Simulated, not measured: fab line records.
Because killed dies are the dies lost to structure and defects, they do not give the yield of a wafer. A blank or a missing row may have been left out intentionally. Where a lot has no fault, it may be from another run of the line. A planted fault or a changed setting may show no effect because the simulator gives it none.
Commonality check across tools | flow sky130 | 36 wafers sampled across 12 lots

WHY THIS WAS OPENED
SKY_LDD_LDN_OVL_MEAS_07, reading LDD_LDN_OVL: flagged on 3 of 12 lots. Fault-free wafers read -0.5 nm, with a standard deviation of 1.4.
Rule: a lot gets a flag if all its wafers with a number sit over 4 standard deviations from that mean, or if no wafer of it has a number. The rest of the lots are taken to be sound.

lot  | measured     | on         | LDD_LDN_OVL (nm), wafer by wafer | flag
L231 | day 22 21:52 | overlay-02 | 0.9 0.3 0.1                      | 
L232 | day 23 03:28 | overlay-02 | 0.8 2.3 2.7                      | 
L235 | day 25 01:37 | overlay-01 | 1.9 3.0 3.7                      | 
L239 | day 25 22:18 | overlay-02 | -1.3 -0.7 -1.8                   | 
L240 | day 26 06:25 | overlay-02 | -1.6 0.5 0.0                     | 
L242 | day 27 01:07 | overlay-02 | -0.6 -1.1 -0.1                   | 
L244 | day 27 13:48 | overlay-02 | 0.1 -0.3 -0.3                    | 
L247 | day 28 12:22 | overlay-01 | 0.0 0.9 0.1                      | 
L248 | day 28 21:23 | overlay-02 | -0.9 0.1 -1.3                    | 
L250 | day 29 11:39 | overlay-02 | -51.6 -50.4 -51.7                | FLAGGED
L251 | day 29 14:50 | overlay-02 | -51.2 -50.3 -51.7                | FLAGGED
L252 | day 29 23:53 | overlay-02 | -51.9 -51.2 -50.9                | FLAGGED
The mean of the flagged lots' numbers is -51.2 nm, -50.7 nm from the usual (-36 standard deviations).

WHICH TOOL RAN EACH LOT
Before the reading, the record contains 3 process steps out of a 708-step route. Each cell gives the tool, then ch followed by the chambers the sampled wafers passed through, then the start.
lot  | flag    | SKY_POLY_GATE_STRIP_18              | SKY_LDD_N_STRIP_16                  | SKY_LDD_LDN_EXPOSE_04
L231 |         | plasmaAsher-04 ch 0,1, day 16 11:01 | plasmaAsher-03 ch 0,1, day 17 19:31 | ilineStepper-02 ch 0, day 22 07:27
L232 |         | plasmaAsher-04 ch 0,1, day 16 16:14 | plasmaAsher-02 ch 1, day 18 00:51   | ilineStepper-02 ch 0, day 22 12:44
L235 |         | plasmaAsher-01 ch 0,1, day 18 13:46 | plasmaAsher-02 ch 0,1, day 19 23:55 | ilineStepper-01 ch 0, day 24 10:44
L239 |         | plasmaAsher-01 ch 0,1, day 19 14:11 | plasmaAsher-03 ch 0,1, day 20 22:47 | ilineStepper-01 ch 0, day 25 08:04
L240 |         | plasmaAsher-01 ch 0,1, day 19 22:07 | plasmaAsher-01 ch 0,1, day 21 06:44 | ilineStepper-01 ch 0, day 25 15:51
L242 |         | plasmaAsher-02 ch 0, day 20 16:05   | plasmaAsher-01 ch 0,1, day 22 02:26 | ilineStepper-02 ch 0, day 26 10:38
L244 |         | plasmaAsher-01 ch 0,1, day 21 03:08 | plasmaAsher-03 ch 0,1, day 22 14:15 | ilineStepper-01 ch 0, day 26 23:20
L247 |         | plasmaAsher-02 ch 0,1, day 22 07:13 | plasmaAsher-02 ch 0,1, day 23 15:35 | ilineStepper-02 ch 0, day 27 22:38
L248 |         | plasmaAsher-02 ch 0,1, day 22 15:32 | plasmaAsher-02 ch 0,1, day 24 00:53 | ilineStepper-01 ch 0, day 28 07:56
L250 | FLAGGED | plasmaAsher-01 ch 0,1, day 23 06:55 | plasmaAsher-03 ch 0,1, day 24 15:52 | ilineStepper-01 ch 0, day 28 22:20
L251 | FLAGGED | plasmaAsher-02 ch 0,1, day 23 13:05 | plasmaAsher-03 ch 0,1, day 24 21:14 | ilineStepper-01 ch 0, day 29 01:51
L252 | FLAGGED | plasmaAsher-01 ch 0,1, day 23 19:49 | plasmaAsher-02 ch 0,1, day 25 04:45 | ilineStepper-01 ch 0, day 29 09:38
These steps, and what they do:
- SKY_POLY_GATE_STRIP_18: strips in O2/N2.
- SKY_LDD_N_STRIP_16: strips in O2/N2.
- SKY_LDD_LDN_EXPOSE_04: exposes mask LDNTM, target cd 700 nm.
- SKY_LDD_LDN_OVL_MEAS_07

FLAGGED AGAINST TOTAL, ONE TOOL AT A TIME (gauges that did the reading follow at the end)
step                    | tool            | lots run | flagged | share of the flagged lots | sound lots run after its first flagged lot
SKY_POLY_GATE_STRIP_18  | plasmaAsher-01  | 6        | 2       | some                      | 0
SKY_POLY_GATE_STRIP_18  | plasmaAsher-02  | 4        | 1       | some                      | 0
SKY_POLY_GATE_STRIP_18  | plasmaAsher-04  | 2        | 0       | none                      | -
SKY_LDD_N_STRIP_16      | plasmaAsher-01  | 2        | 0       | none                      | -
SKY_LDD_N_STRIP_16      | plasmaAsher-02  | 5        | 1       | some                      | 0
SKY_LDD_N_STRIP_16      | plasmaAsher-03  | 5        | 2       | some                      | 0
SKY_LDD_LDN_EXPOSE_04   | ilineStepper-01 | 8        | 3       | all                       | 0
SKY_LDD_LDN_EXPOSE_04   | ilineStepper-02 | 4        | 0       | none                      | -
SKY_LDD_LDN_OVL_MEAS_07 | overlay-01      | 2        | 0       | none                      | -
SKY_LDD_LDN_OVL_MEAS_07 | overlay-02      | 10       | 3       | all                       | 0

THE TABLE: WHAT IT ALLOWS
In 2 table rows, all flagged lots were run: ilineStepper-01 (SKY_LDD_LDN_EXPOSE_04), overlay-02 (SKY_LDD_LDN_OVL_MEAS_07).
- ilineStepper-01 at SKY_LDD_LDN_EXPOSE_04: 3 of its 8 lots flagged. It ran its last sound lot, L248, at day 28 07:56 and its first flagged lot, L250, at day 28 22:20: a fault with its onset between the two fits.
- overlay-02 at SKY_LDD_LDN_OVL_MEAS_07: 3 of its 10 lots flagged. It ran its last sound lot, L248, at day 28 21:23 and its first flagged lot, L250, at day 29 11:39: a fault with its onset between the two fits.
These 2 tools cannot be told apart by counting lots, since each of them fits a fault that started at some hour. More lots, or a look at what each step does to the wafer, might.

WHAT WAS PUT IN BY THE SIMULATOR
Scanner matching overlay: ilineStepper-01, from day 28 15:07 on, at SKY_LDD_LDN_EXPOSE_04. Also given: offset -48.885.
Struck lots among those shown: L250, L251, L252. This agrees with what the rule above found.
